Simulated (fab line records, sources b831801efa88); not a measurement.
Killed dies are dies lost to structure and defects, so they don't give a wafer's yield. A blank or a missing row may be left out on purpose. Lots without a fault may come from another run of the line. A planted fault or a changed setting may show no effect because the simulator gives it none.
Which tool did it? | flow sky130 | 12 lots, 36 wafers sampled, at 5 steps of a route of 708

WHAT THE GAUGES READ, wafer by wafer
SKY_CAPM_THK_MEAS_04: measures by xrf.
lot  | measured     | on            | CAPM_TIN_THK (nm)
L075 | day 36 10:40 | film_metro-01 | 199.7 200.1 199.7
L077 | day 37 01:20 | film_metro-03 | 198.6 197.5 200.6
L079 | day 37 22:47 | film_metro-03 | 194.8 197.6 200.5
L081 | day 38 08:39 | film_metro-03 | 199.9 202.6 199.9
L082 | day 39 18:49 | film_metro-02 | 194.9 194.8 195.3
L084 | day 39 20:52 | film_metro-03 | 196.7 194.9 196.8
L087 | day 40 06:34 | film_metro-03 | 199.1 196.6 196.7
L089 | day 41 03:43 | film_metro-02 | 199.2 197.5 195.5
L092 | day 41 13:45 | film_metro-01 | 203.5 201.1 203.3
L093 | day 41 20:25 | film_metro-01 | 199.6 197.2 199.6
L095 | day 42 07:34 | film_metro-03 | 193.0 195.9 195.0
L097 | day 42 20:10 | film_metro-03 | 195.2 201.9 196.3

WHICH TOOL RAN EACH LOT (tool, then ch and the chambers of the sampled wafers, then the start)
lot  | SKY_METAL1_ETCH_18                | SKY_VIA1_SPUTTER_20          | SKY_METAL3_SPUTTER_00        | SKY_CAPM_CVD_00
L075 | rie_metal-03 ch 0, day 32 20:19   | pvd_sputter-02, day 34 01:30 | pvd_sputter-04, day 36 10:11 | pecvd-02 ch 0,2, day 36 10:20
L077 | rie_metal-04 ch 0, day 33 11:47   | pvd_sputter-04, day 34 16:35 | pvd_sputter-03, day 37 00:52 | pecvd-02 ch 1,2, day 37 01:02
L079 | rie_metal-01 ch 0, day 34 10:34   | pvd_sputter-03, day 35 15:22 | pvd_sputter-01, day 37 22:18 | pecvd-01 ch 2, day 37 22:28
L081 | rie_metal-04 ch 0,1, day 34 20:34 | pvd_sputter-02, day 36 01:39 | pvd_sputter-04, day 38 08:10 | pecvd-03 ch 0, day 38 08:20
L082 | rie_metal-03 ch 0,1, day 36 07:46 | pvd_sputter-04, day 37 11:34 | pvd_sputter-04, day 39 18:20 | pecvd-02 ch 0,2, day 39 18:29
L084 | rie_metal-03 ch 0,1, day 36 10:07 | pvd_sputter-04, day 37 13:45 | pvd_sputter-04, day 39 20:24 | pecvd-03 ch 0,2, day 39 20:33
L087 | rie_metal-04 ch 0,1, day 36 22:34 | pvd_sputter-02, day 38 01:12 | pvd_sputter-03, day 40 06:06 | pecvd-02 ch 0,1,2, day 40 06:15
L089 | rie_metal-04 ch 0,1, day 37 19:01 | pvd_sputter-04, day 38 22:16 | pvd_sputter-01, day 41 03:15 | pecvd-01 ch 0,1,2, day 41 03:24
L092 | rie_metal-01 ch 1, day 38 05:13   | pvd_sputter-02, day 39 08:40 | pvd_sputter-01, day 41 13:16 | pecvd-02 ch 1,2, day 41 13:26
L093 | rie_metal-03 ch 0,1, day 38 12:13 | pvd_sputter-03, day 39 16:13 | pvd_sputter-01, day 41 19:57 | pecvd-01 ch 1,2, day 41 20:06
L095 | rie_metal-01 ch 1, day 38 23:43   | pvd_sputter-03, day 40 03:00 | pvd_sputter-01, day 42 07:06 | pecvd-01 ch 0,1, day 42 07:15
L097 | rie_metal-03 ch 0,1, day 39 14:25 | pvd_sputter-02, day 40 16:36 | pvd_sputter-04, day 42 19:42 | pecvd-01 ch 0,1,2, day 42 19:51
- SKY_METAL1_ETCH_18: etches BARC in N2/H2, stops on SiO2, time 45.9 s, target depth 60 nm.
- SKY_VIA1_SPUTTER_20: material TiN, target thk 20 nm, time 80 s.
- SKY_METAL3_SPUTTER_00: material Ti, target thk 15 nm, time 10 s.
- SKY_CAPM_CVD_00: deposits SiO2, target thk 15.5 nm.

THE ANSWER, worked out from the rows above alone
Rule: what is usual is taken from the lots themselves. Put in order of their means at a reading, lots are off if they are a third of the lots or fewer, leave a main group of 4 or more, and stand apart from it by a gap of 3 or more times the standard deviation of the main group's means; of several such gaps the widest counts. A main group whose means are all the same, to the digits that the tables above print for the reading, isn't used. A lot without any number at a reading at which 4 lots or more have one is off too. The other lots that the step has rows for count as sound.
No lot is off at any reading shown: from this, nothing can be told.

WHAT THE SIMULATOR HAD PUT IN
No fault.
